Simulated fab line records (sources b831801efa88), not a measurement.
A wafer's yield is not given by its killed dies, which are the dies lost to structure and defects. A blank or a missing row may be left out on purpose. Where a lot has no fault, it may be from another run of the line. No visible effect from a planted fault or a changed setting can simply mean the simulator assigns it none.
Matching of chambers | flow gf180mcu | 4 sister chambers for GF_V3_ETCH_16 on rieDiel-04
The step etches BARC in N2/H2. 4 wafers are shown with their chamber, then 9 later ones without.

## WAFERS, EACH WITH ITS CHAMBER
wafer  | chamber | oesProductAu (a.u.)
L089.4 | 1       | 0.854
L093.3 | 3       | 0.860
L093.4 | 0       | 0.853
L093.5 | 2       | 0.851

## WAFERS WITH NO CHAMBER GIVEN
wafer  | oesProductAu (a.u.)
L095.1 | 0.847
L095.3 | 0.859
L095.6 | 0.855
L097.1 | 0.851
L097.2 | 0.857
L097.3 | 0.853
L097.4 | 0.850
L097.5 | 0.852
L097.6 | 0.847

## WHICH CHAMBER EACH WENT THROUGH
wafer  | from the rows above               | in truth
L095.1 | can't be placed: 2 or 0 or 1      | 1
L095.3 | can't be placed: 3 or 1           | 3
L095.6 | can't be placed: 1 or 0 or 2 or 3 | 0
L097.1 | can't be placed: 2 or 0 or 1      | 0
L097.2 | can't be placed: 1 or 3 or 0 or 2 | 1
L097.3 | can't be placed: 0 or 1 or 2      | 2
L097.4 | can't be placed: 2 or 0 or 1      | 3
L097.5 | can't be placed: 0 or 2 or 1      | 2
L097.6 | can't be placed: 2 or 0 or 1      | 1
Placed correctly: 0 of 9. These rows do not allow placing 9 (true chamber among the candidates in 8). Placed wrongly: 0.
How it was worked out, from the rows above alone: a wafer's distance from a chamber is the root of the sum, over the readings, of the square of ((its reading less the chamber's mean) divided by the reading's scatter). The wafer belongs to the nearest chamber; if the next one is less than 2 further off, it can't be placed. For every chamber, the mean is computed from those of its wafers that are shown. The scatter: root of mean squared gap, hidden wafer to nearest shown wafer, with one shown wafer a chamber.
